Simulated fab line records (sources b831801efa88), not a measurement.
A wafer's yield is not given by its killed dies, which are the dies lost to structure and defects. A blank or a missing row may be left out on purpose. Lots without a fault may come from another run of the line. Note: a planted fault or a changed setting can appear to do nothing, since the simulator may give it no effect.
Split-lot trial -- flow sky130 -- 23 wafers read across 5 lots, on a route 708 steps long

== SPLIT DETAILS ==
At SKY_SONOS_TUNNEL_DEVELOP_06 (develop time 60 s), the setting develop time s was moved away from the recipe's 60 s on 10 of the 23 wafers read, by -10.1% to +10.6%. The other wafers ran this setting at the recipe's value.

There is no step in the file separating the split from the reading.

== THE READING ==
Shown in nm: cd nm at SKY_SONOS_TUNNEL_CD_MEAS_07, with target cd 410 nm. Typical for fault-free wafers on this fab line: 410.0 nm, with standard deviation 1.9 nm.

wafer,"tool, chamber at the split","develop time s as run, s",against the recipe,"cd nm, nm",against lot-mates on the recipe
L075.1,"litho track-03, 0",55.66,-7.2%,401.7,-7.9
L075.2,"litho track-03, 0",60,recipe,408.0,-
L075.3,"litho track-03, 0",55.66,-7.2%,400.2,-9.4
L075.4,"litho track-03, 0",55.66,-7.2%,403.2,-6.4
L075.5,"litho track-03, 0",60,recipe,411.1,-
L078.2,"litho track-03, 0",60,recipe,409.8,-
L078.3,"litho track-03, 0",60,recipe,411.0,-
L078.4,"litho track-03, 0",53.93,-10.1%,398.7,-11.8
L078.5,"litho track-03, 0",60,recipe,410.6,-
L078.6,"litho track-03, 0",53.93,-10.1%,399.1,-11.4
L079.2,"litho track-04, 0",60,recipe,409.2,-
L079.3,"litho track-04, 0",60,recipe,413.2,-
L079.4,"litho track-04, 0",66.38,+10.6%,420.6,+9.5
L079.5,"litho track-04, 0",66.38,+10.6%,418.5,+7.4
L079.6,"litho track-04, 0",60,recipe,410.8,-
L080.2,"litho track-01, 0",60,recipe,412.3,-
L080.3,"litho track-01, 0",54.55,-9.1%,401.4,-10.6
L080.4,"litho track-01, 0",60,recipe,411.7,-
L080.5,"litho track-01, 0",54.55,-9.1%,402.4,-9.6
L080.6,"litho track-01, 0",54.55,-9.1%,405.3,-6.7
L084.1,"litho track-01, 0",60,recipe,411.6,-
L084.3,"litho track-01, 0",60,recipe,410.4,-
L084.6,"litho track-01, 0",60,recipe,409.6,-

FIT RESULTS
A straight line over all 23 wafers: cd nm changes by +0.972 nm for each +1% of develop time s; r = +0.96; the points scatter about the line by 1.7 nm.
The same after taking each lot's own level away (the mean of its wafers on the recipe; 23 wafers): +0.967 nm for each +1%; r = +0.97; scatter 1.4 nm.
According to that fit, moving develop time s by its largest amount changes the reading by 10 nm.
Measured against the standard deviation above, the lots' own levels, which go from 409.55 to 412.00 nm, span 1.3 times it.
Consequently the slope shifts little with the lot-to-lot level, the two slopes agreeing.
Check: +9.94 nm against its lot-mates is what the line predicts for one of the wafers moved furthest among these (+10.6%) when that wafer is left out of the fit. Against them it came out at +9.53 nm.

== OTHER SPLITS APPLIED TO THESE WAFERS ==
Note: prior to the reading, these wafers also went through further splits. Each is held against what the fit with the lots' levels taken away leaves over:
other split on the same wafers,wafers away from the commonest value,r with cd nm (lot level and that fit taken away)
SKY_FIELD_ISO_EXPOSE_10 dose mj,8,+0.03
SKY_NWELL_OXIDATION_01 ox time s,18,-0.06
SKY_PWDE_COAT_02 resist thk nm,10,+0.02
SKY_PWDE_DEVELOP_06 dev temp c,8,+0.09
SKY_VT_ADJUST_LVTN_COAT_13 resist thk nm,6,+0.09
SKY_VT_ADJUST_LVTN_EXPOSE_15 dose mj,8,+0.21
SKY_VT_ADJUST_NCORE_DEVELOP_06 develop time s,6,+0.03
SKY_VT_ADJUST_NCORE_IMPLANT_09 energy kev,6,+0.16
SKY_VT_ADJUST_HVTR_DEVELOP_06 dev temp c,5,-0.01
SKY_SONOS_TUNNEL_SOFTBAKE_03 temp c,10,+0.55

== FILE'S OWN FIT ==
cd nm changes by +0.987 nm for each +1% of develop time s, r = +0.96.
